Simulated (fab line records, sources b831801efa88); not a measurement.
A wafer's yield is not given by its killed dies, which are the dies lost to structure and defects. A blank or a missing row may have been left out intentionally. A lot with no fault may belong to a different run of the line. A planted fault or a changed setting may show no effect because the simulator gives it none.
Which tool did it? / flow sfqLine / 14 lots (42 wafers sampled), 1 step of a 325-step route

WHAT THE GAUGES SHOWED, per wafer
SFQ_M6_OVL_MEAS_940. Usual: M6_OVL typically reads -2 nm, with standard deviation 6.4.
lot=L958; measured=day 74 08:48; on=overlay-02; M6_OVL (nm)=2 12 8; flag=
lot=L959; measured=day 78 20:34; on=overlay-02; M6_OVL (nm)=6 2 -5; flag=
lot=L961; measured=day 78 23:43; on=overlay-01; M6_OVL (nm)=4 -7 3; flag=
lot=L962; measured=day 79 04:31; on=overlay-02; M6_OVL (nm)=-2 -1 -7; flag=
lot=L965; measured=day 79 10:31; on=overlay-01; M6_OVL (nm)=3 4 0; flag=
lot=L967; measured=day 79 15:19; on=overlay-01; M6_OVL (nm)=-6 -7 -7; flag=
lot=L968; measured=day 79 17:43; on=overlay-01; M6_OVL (nm)=0 5 -2; flag=
lot=L971; measured=day 80 02:14; on=overlay-02; M6_OVL (nm)=-11 -1 -12; flag=
lot=L973; measured=day 83 03:12; on=overlay-01; M6_OVL (nm)=1 -10 4; flag=
lot=L975; measured=day 84 19:29; on=overlay-02; M6_OVL (nm)=5 -7 -12; flag=
lot=L976; measured=day 85 07:29; on=overlay-02; M6_OVL (nm)=-3 -6 0; flag=
lot=L977; measured=day 85 18:16; on=overlay-02; M6_OVL (nm)=1 -3 1; flag=
lot=L979; measured=day 86 01:28; on=overlay-02; M6_OVL (nm)=-9 4 2; flag=
lot=L980; measured=day 86 03:52; on=overlay-02; M6_OVL (nm)=-3 -7 -5; flag=

TOOL THAT RAN EACH LOT (tool first, then ch and the chambers of the sampled wafers, then the start)
The record shows no process step preceding these readings.

AS READ BY THE TOOLS THEMSELVES (means over the sampled wafers that have a number; for cases with no such wafer, the mark the record gives instead)
The record holds no such reading with a usual standard deviation.

THE ANSWER, worked out from the rows above alone
Rule: a lot is off if the mean of its wafers that have a number lies more than 3 standard deviations from the usual mean. A lot without any number at a reading at which 4 lots or more have one is off too. All remaining lots with rows at the step are treated as sound. After the gauges, taken in route order, come the tools' own readings; for these a lot's mean is taken, as printed above. At the first step where some lot is off, the reading lying furthest off is the one used; lots without a number count as furthest.
No lot is off on any of the readings shown, so nothing can be concluded from this.

WHAT THE SIMULATOR PUT IN
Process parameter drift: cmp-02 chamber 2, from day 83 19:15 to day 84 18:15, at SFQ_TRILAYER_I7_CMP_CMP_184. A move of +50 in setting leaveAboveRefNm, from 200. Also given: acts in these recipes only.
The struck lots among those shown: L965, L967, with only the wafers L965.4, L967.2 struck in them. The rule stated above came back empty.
